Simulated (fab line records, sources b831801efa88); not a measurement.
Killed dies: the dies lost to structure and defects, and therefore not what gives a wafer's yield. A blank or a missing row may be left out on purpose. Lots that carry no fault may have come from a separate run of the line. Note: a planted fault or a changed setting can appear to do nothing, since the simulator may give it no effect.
Which tool did it?	flow gf180mcu	14 lots, 42 wafers sampled, at 4 steps of a route of 602

## WHAT EACH GAUGE READ, for each wafer
GF_MVPSD_OVL_MEAS_07. Usual: MVPSD_OVL -0.3 nm, standard deviation 1.4.
lot	measured	on	MVPSD_OVL (nm)	flag
L303	day 5 00:32	overlay-02	-2.3 -1.6 -0.3	
L304	day 5 05:34	overlay-01	-4.2 -4.1 -4.9	
L305	day 5 10:35	overlay-01	-1.9 -2.5 -1.0	
L306	day 5 17:28	overlay-01	-0.4 -0.1 0.2	
L307	day 5 22:35	overlay-01	1.2 0.3 0.3	
L309	day 6 12:40	overlay-02	0.9 -0.9 -0.5	
L310	day 6 16:14	overlay-02	-1.4 -1.4 -0.4	
L311	day 7 01:47	overlay-02	0.4 0.9 0.3	
L312	day 7 05:14	overlay-02	-1.1 -0.2 0.6	
L316	day 8 05:02	overlay-01	1.3 1.4 0.5	
L317	day 8 15:31	overlay-02	2.8 1.9 0.9	
L318	day 8 17:50	overlay-01	2.7 1.1 2.1	
L323	day 9 23:27	overlay-01	-0.8 -0.5 -1.6	
L325	day 10 10:34	overlay-01	-1.2 -1.8 -2.2	

GF_VT_IMPLANT_OVL_MEAS_40. Usual: VT_IMPLANT_03_OVL 0.2 nm, standard deviation 1.4.
lot	measured	on	VT_IMPLANT_03_OVL (nm)	flag
L303	day 7 12:58	overlay-02	2.2 1.7 2.2	
L304	day 7 17:02	overlay-01	-1.9 0.4 -1.7	
L305	day 7 23:29	overlay-01	1.6 0.3 2.1	
L306	day 8 08:47	overlay-02	0.0 -1.0 -1.4	
L307	day 8 13:44	overlay-02	2.2 0.3 -0.1	
L309	day 9 04:43	overlay-01	2.9 2.3 3.1	
L310	day 9 09:40	overlay-02	-1.4 -1.1 -0.6	
L311	day 9 18:56	overlay-01	-0.2 -1.1 -1.3	
L312	day 9 23:49	overlay-02	-0.1 0.9 -0.4	
L316	day 11 01:19	overlay-02	-0.3 -1.8 -0.7	
L317	day 11 14:10	overlay-01	-0.4 -1.2 0.2	
L318	day 11 17:44	overlay-02	-1.9 0.6 -1.6	
L323	day 13 01:58	overlay-02	-0.6 -2.4 -2.7	
L325	day 13 14:36	overlay-01	0.2 0.8 0.9	

## WHICH TOOL RAN EACH LOT (tool, then ch and the chambers of the sampled wafers, then the start)
lot	GF_VT_IMPLANT_STRIP_09	GF_VT_IMPLANT_IMPLANT_19
L303	plasma_asher-02 ch 0,1, day 5 15:31	implanter-01 ch 0, day 6 06:15
L304	plasma_asher-01 ch 0,1, day 5 19:40	implanter-04 ch 0, day 6 10:29
L305	plasma_asher-02 ch 0,1, day 6 01:16	implanter-04 ch 0, day 6 15:58
L306	plasma_asher-03 ch 0,1, day 6 08:43	implanter-04 ch 0, day 6 23:48
L307	plasma_asher-01 ch 0,1, day 6 14:07	implanter-03 ch 0, day 7 04:40
L309	plasma_asher-02 ch 0,1, day 7 04:05	implanter-03 ch 0, day 7 19:39
L310	plasma_asher-02 ch 0,1, day 7 07:58	implanter-04 ch 0, day 8 00:25
L311	plasma_asher-03 ch 0,1, day 7 18:01	implanter-01 ch 0, day 8 09:48
L312	plasma_asher-01 ch 0,1, day 7 21:29	implanter-03 ch 0, day 8 14:07
L316	plasma_asher-02 ch 0,1, day 8 20:55	implanter-01 ch 0, day 9 13:16
L317	plasma_asher-01 ch 0,1, day 9 08:07	implanter-04 ch 0, day 10 01:28
L318	plasma_asher-03 ch 0,1, day 9 11:24	implanter-01 ch 0, day 10 04:45
L323	plasma_asher-02 ch 0,1, day 10 17:36	implanter-04 ch 0, day 11 11:37
L325	plasma_asher-01 ch 0,1, day 11 05:41	implanter-04 ch 0, day 11 23:43
- GF_VT_IMPLANT_STRIP_09: strips in O2/N2.
- GF_VT_IMPLANT_IMPLANT_19

## WHAT THE TOOLS THEMSELVES READ (means of the sampled wafers that have a number; where no wafer has one, the mark that the record gives instead)
GF_VT_IMPLANT_STRIP_09. Usual: drypump_motor_current_A 5.5 A, standard deviation 0.31; heater_power_w 350 W, standard deviation 30; o2_flow_sccm 2999 sccm, standard deviation 8.3; oes_product_au 0.716 a.u., standard deviation 0.004; strip_time_to_endpoint_s 12.63 s, standard deviation 0.036.
lot	tool	drypump_motor_current_A (A)	heater_power_w (W)	o2_flow_sccm (sccm)	oes_product_au (a.u.)	strip_time_to_endpoint_s (s)	flag
L303	plasma_asher-02	5.7	354	3006	0.714	12.65	
L304	plasma_asher-01	5.4	322	3004	0.715	12.62	
L305	plasma_asher-02	5.7	352	3005	0.712	12.59	
L306	plasma_asher-03	5.6	374	2998	0.712	12.59	
L307	plasma_asher-01	5.4	324	2998	0.716	12.58	
L309	plasma_asher-02	5.9	349	2993	0.716	12.64	
L310	plasma_asher-02	5.9	347	2997	0.717	12.63	
L311	plasma_asher-03	5.6	369	3004	0.718	12.58	
L312	plasma_asher-01	5.4	327	3003	0.717	12.64	
L316	plasma_asher-02	5.7	360	2999	0.717	12.68	
L317	plasma_asher-01	5.4	345	3003	0.716	12.65	
L318	plasma_asher-03	5.7	374	3002	0.719	12.66	
L323	plasma_asher-02	5.7	354	2993	0.716	12.59	
L325	plasma_asher-01	5.4	344	2992	0.718	12.63	

GF_VT_IMPLANT_IMPLANT_19. Usual: tilt_deg 6.997 degrees, standard deviation 0.017.
lot	tool	tilt_deg (degrees)	flag
L303	implanter-01	6.980	
L304	implanter-04	6.986	
L305	implanter-04	7.009	
L306	implanter-04	6.975	
L307	implanter-03	6.991	
L309	implanter-03	7.000	
L310	implanter-04	6.992	
L311	implanter-01	6.994	
L312	implanter-03	6.990	
L316	implanter-01	7.713	OFF
L317	implanter-04	6.994	
L318	implanter-01	7.681	OFF
L323	implanter-04	7.015	
L325	implanter-04	7.001	

## THE ANSWER, worked out from the rows above alone
Rule: a lot counts as off when the mean over its wafers that have a number is more than 3 standard deviations away from the usual mean. Also off: a lot with no number at a reading for which 4 or more lots have one. Where the step has rows for the other lots, those lots are counted as sound. The gauges are gone through in route order, then the tools' own readings, and for those a lot's mean is taken as printed above. At the first step where some lot is off, the reading lying furthest off is the one used; lots without a number count as furthest.
Off: L316, L318, at GF_VT_IMPLANT_IMPLANT_19 (tilt_deg).
If a tool, at that step or one of the process steps before it, ran each lot that is off and ran no sound lot following the first of them, it fits. One fits: implanter-01 at GF_VT_IMPLANT_IMPLANT_19. Its last sound lot is L311 (day 8 09:48), its first lot that is off L316 (day 9 13:16): a fault that began between those two fits.
The tool's own readings at GF_VT_IMPLANT_IMPLANT_19 bear it out: on the lots that are off they differ by more than 5 times the standard deviation of the sound lots' means. tilt_deg reads 7.697 degrees there against 6.994 degrees on the sound lots.

## WHAT THE SIMULATOR PUT IN
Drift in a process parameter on implanter-01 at GF_VT_IMPLANT_IMPLANT_19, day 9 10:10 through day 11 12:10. Setting tilt_deg, moved by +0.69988, from 7. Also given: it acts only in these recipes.
Shown lots that were struck: L316, L318. The same result came from the rule above.
